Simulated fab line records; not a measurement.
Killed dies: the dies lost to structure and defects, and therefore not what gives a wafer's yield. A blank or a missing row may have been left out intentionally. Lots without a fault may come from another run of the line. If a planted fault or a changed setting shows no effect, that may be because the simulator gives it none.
The tool behind it: which one? | flow gf180mcu | Sampling: 6 lots, 18 wafers, 2 of 602 route steps

## WHAT THE GAUGES SHOWED, per wafer
GF_MVSD_TW_MEAS_11.
lot  | measured    | on            | MVSD_TW
L108 | day 5 07:01 | film_metro-03 | 1598 1583 1596
L112 | day 5 22:09 | film_metro-03 | 1587 1591 1589
L116 | day 6 15:08 | film_metro-03 | 1584 1587 1589
L123 | day 8 06:28 | film_metro-04 | 1781 1771 1780
L127 | day 9 05:39 | film_metro-04 | 1562 1559 1555
L130 | day 9 22:40 | film_metro-01 | 1587 1595 1582

## TOOL THAT RAN EACH LOT (tool first, then ch and the chambers of the sampled wafers, then the start)
lot  | GF_MVSD_IMPLANT_08
L108 | implanter-02 ch 0, day 5 06:37
L112 | implanter-01 ch 0, day 5 21:45
L116 | implanter-01 ch 0, day 6 14:44
L123 | implanter-01 ch 0, day 8 06:05
L127 | implanter-03 ch 0, day 9 05:15
L130 | implanter-02 ch 0, day 9 22:16
- GF_MVSD_IMPLANT_08

## THE ANSWER, worked out from the rows above alone
Rule: what is usual is taken from the lots themselves. Put in order of their means at a reading, lots are off if they are a third of the lots or fewer, leave a main group of 4 or more, and stand apart from it by a gap of 3 or more times the standard deviation of the main group's means; of several such gaps the widest counts. A main group whose means are all the same, to the digits that the tables above print for the reading, isn't used. Also off: a lot with no number at a reading for which 4 or more lots have one. Any other lot the step has rows for is counted as sound.
Off: at GF_MVSD_TW_MEAS_11 (MVSD_TW), L123. Main group: mean 1583, sd 12.
If a tool, at a process step before that reading, ran all the lots that are off and no sound lot after the first of them, it fits. The gauges at GF_MVSD_TW_MEAS_11 are tried like those tools. One candidate fits, namely implanter-01 at GF_MVSD_IMPLANT_08. Its last sound lot is L116 (day 6 14:44), its first lot that is off L123 (day 8 06:05): a fault that began between those two fits.

## WHAT THE SIMULATOR HAD INSERTED
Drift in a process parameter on implanter-01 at GF_MVSD_IMPLANT_08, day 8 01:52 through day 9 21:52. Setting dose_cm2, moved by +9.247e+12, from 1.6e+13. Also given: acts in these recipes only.
Shown lots that were struck: L123. This agrees with what the rule above found.
